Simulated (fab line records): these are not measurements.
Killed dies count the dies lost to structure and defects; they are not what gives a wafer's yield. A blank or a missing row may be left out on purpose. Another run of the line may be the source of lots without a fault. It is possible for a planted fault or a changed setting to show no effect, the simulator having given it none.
Which tool is to blame? -- flow gf180mcu -- 13 lots with 39 wafers sampled at 4 steps, on a route of 602 steps

WHAT EACH GAUGE READ, for each wafer
GF_PASSIVATION_THK_MEAS_01. Usual: PASSIVATION_CVD_00_THK 998 nm, standard deviation 16.
lot,measured,on,PASSIVATION_CVD_00_THK (nm),flag
L555,day 27 23:57,film_metro-04,987 1017 1004,
L556,day 28 02:56,film_metro-01,1010 1027 1028,
L557,day 28 15:29,film_metro-02,990 999 1016,
L558,day 28 22:58,film_metro-04,1005 996 1014,
L559,day 29 14:35,film_metro-02,992 1019 1000,
L561,day 29 23:08,film_metro-02,982 995 999,
L562,day 30 07:35,film_metro-01,977 983 999,
L563,day 30 13:06,film_metro-02,984 990 997,
L569,day 32 05:11,film_metro-01,1003 1004 1037,
L571,day 33 08:11,film_metro-04,976 974 994,
L572,day 33 04:59,film_metro-02,996 1001 981,
L575,day 33 17:49,film_metro-02,999 998 994,
L578,day 34 05:13,film_metro-04,1001 1017 1003,

TOOL THAT RAN EACH LOT (tool first, then ch and the chambers of the sampled wafers, then the start)
lot,GF_HV_LDD_CLEAN_51,GF_TOP_METAL_SPUTTER_02,GF_TOP_METAL_METAL_ETCH_16
L555,"wet_bench-03 ch 3, day 12 05:05","pvd_sputter-03, day 27 03:11","rie_metal-04 ch 1, day 27 23:08"
L556,"wet_bench-02 ch 3, day 12 11:44","pvd_sputter-04, day 27 05:53","rie_metal-03 ch 0,1, day 28 02:05"
L557,"wet_bench-03 ch 3, day 12 22:41","pvd_sputter-01, day 27 19:14","rie_metal-04 ch 0,1, day 28 14:38"
L558,"wet_bench-02 ch 2, day 13 01:58","pvd_sputter-01, day 28 02:29","rie_metal-04 ch 1, day 28 22:07"
L559,"wet_bench-02 ch 0, day 13 15:38","pvd_sputter-01, day 28 18:41","rie_metal-04 ch 0,1, day 29 13:47"
L561,"wet_bench-02 ch 1, day 14 07:52","pvd_sputter-04, day 29 03:35","rie_metal-02 ch 0,1, day 29 22:20"
L562,"wet_bench-01 ch 1, day 14 14:26","pvd_sputter-03, day 29 12:49","rie_metal-04 ch 0,1, day 30 06:47"
L563,"wet_bench-02 ch 2, day 14 21:26","pvd_sputter-03, day 29 17:25","rie_metal-03 ch 0,1, day 30 12:18"
L569,"wet_bench-02 ch 1, day 17 03:22","pvd_sputter-04, day 31 10:50","rie_metal-02 ch 1, day 32 04:12"
L571,"wet_bench-03 ch 0, day 17 18:38","pvd_sputter-01, day 32 14:37","rie_metal-02 ch 0,1, day 33 07:17"
L572,"wet_bench-03 ch 3, day 18 07:29","pvd_sputter-03, day 32 12:02","rie_metal-04 ch 0,1, day 33 04:10"
L575,"wet_bench-03 ch 2, day 19 05:41","pvd_sputter-03, day 33 01:14","rie_metal-02 ch 0,1, day 33 17:01"
L578,"wet_bench-02 ch 1, day 20 00:34","pvd_sputter-04, day 33 12:56","rie_metal-03 ch 0,1, day 34 04:25"
- GF_HV_LDD_CLEAN_51: cleans in SC1/SC2, time 150 s.
- GF_TOP_METAL_SPUTTER_02: material AlCu, target thk 900 nm, time 47.82 s.
- GF_TOP_METAL_METAL_ETCH_16: etches the open film in Cl2/BCl3, stops on SiO2, target depth 1197 nm, time 199.5 s.

WHAT THE TOOLS THEMSELVES READ (means of the sampled wafers that have a number; where no wafer has one, the mark that the record gives instead)
GF_TOP_METAL_SPUTTER_02. Usual: 29.5 % for throttle_valve_pct, sd 0.74.
lot,tool,throttle_valve_pct (%),flag
L555,pvd_sputter-03,29.7,
L556,pvd_sputter-04,29.5,
L557,pvd_sputter-01,30.0,
L558,pvd_sputter-01,30.3,
L559,pvd_sputter-01,30.2,
L561,pvd_sputter-04,29.5,
L562,pvd_sputter-03,29.6,
L563,pvd_sputter-03,29.2,
L569,pvd_sputter-04,29.0,
L571,pvd_sputter-01,30.0,
L572,pvd_sputter-03,29.5,
L575,pvd_sputter-03,29.9,
L578,pvd_sputter-04,29.3,

GF_TOP_METAL_METAL_ETCH_16. Usual: bcl3_flow_sccm 40.00 sccm, standard deviation 0.11; drypump_motor_current_A 5.8 A, standard deviation 0.55; oes_product_au 0.989 a.u., standard deviation 0.0074; throttle_valve_pct 28.232 %, standard deviation 0.012.
lot,tool,bcl3_flow_sccm (sccm),drypump_motor_current_A (A),oes_product_au (a.u.),throttle_valve_pct (%),flag
L555,rie_metal-04,39.96,6.5,0.983,28.237,
L556,rie_metal-03,39.91,5.2,0.989,28.225,
L557,rie_metal-04,40.13,5.8,0.987,28.230,
L558,rie_metal-04,40.12,6.5,0.990,28.231,
L559,rie_metal-04,39.96,5.8,0.985,28.233,
L561,rie_metal-02,39.94,6.1,0.981,28.244,
L562,rie_metal-04,40.03,6.1,0.995,28.226,
L563,rie_metal-03,39.98,5.2,0.996,28.218,
L569,rie_metal-02,40.10,6.3,0.988,28.237,
L571,rie_metal-02,39.97,6.2,0.979,28.244,
L572,rie_metal-04,39.95,5.8,0.991,28.228,
L575,rie_metal-02,40.04,6.2,0.983,28.233,
L578,rie_metal-03,40.05,5.3,0.995,28.225,

THE ANSWER, worked out from the rows above alone
Rule: a lot is off if the mean of its wafers that have a number lies more than 3 standard deviations from the usual mean. Also off: a lot with no number at a reading for which 4 or more lots have one. All remaining lots with rows at the step are treated as sound. After the gauges, taken in route order, come the tools' own readings; for these a lot's mean is taken, as printed above. At the first step where some lot is off, the reading lying furthest off is the one used; lots without a number count as furthest.
No lot is off on any of the readings shown, so nothing can be concluded from this.

WHAT HAD BEEN PUT IN BY THE SIMULATOR
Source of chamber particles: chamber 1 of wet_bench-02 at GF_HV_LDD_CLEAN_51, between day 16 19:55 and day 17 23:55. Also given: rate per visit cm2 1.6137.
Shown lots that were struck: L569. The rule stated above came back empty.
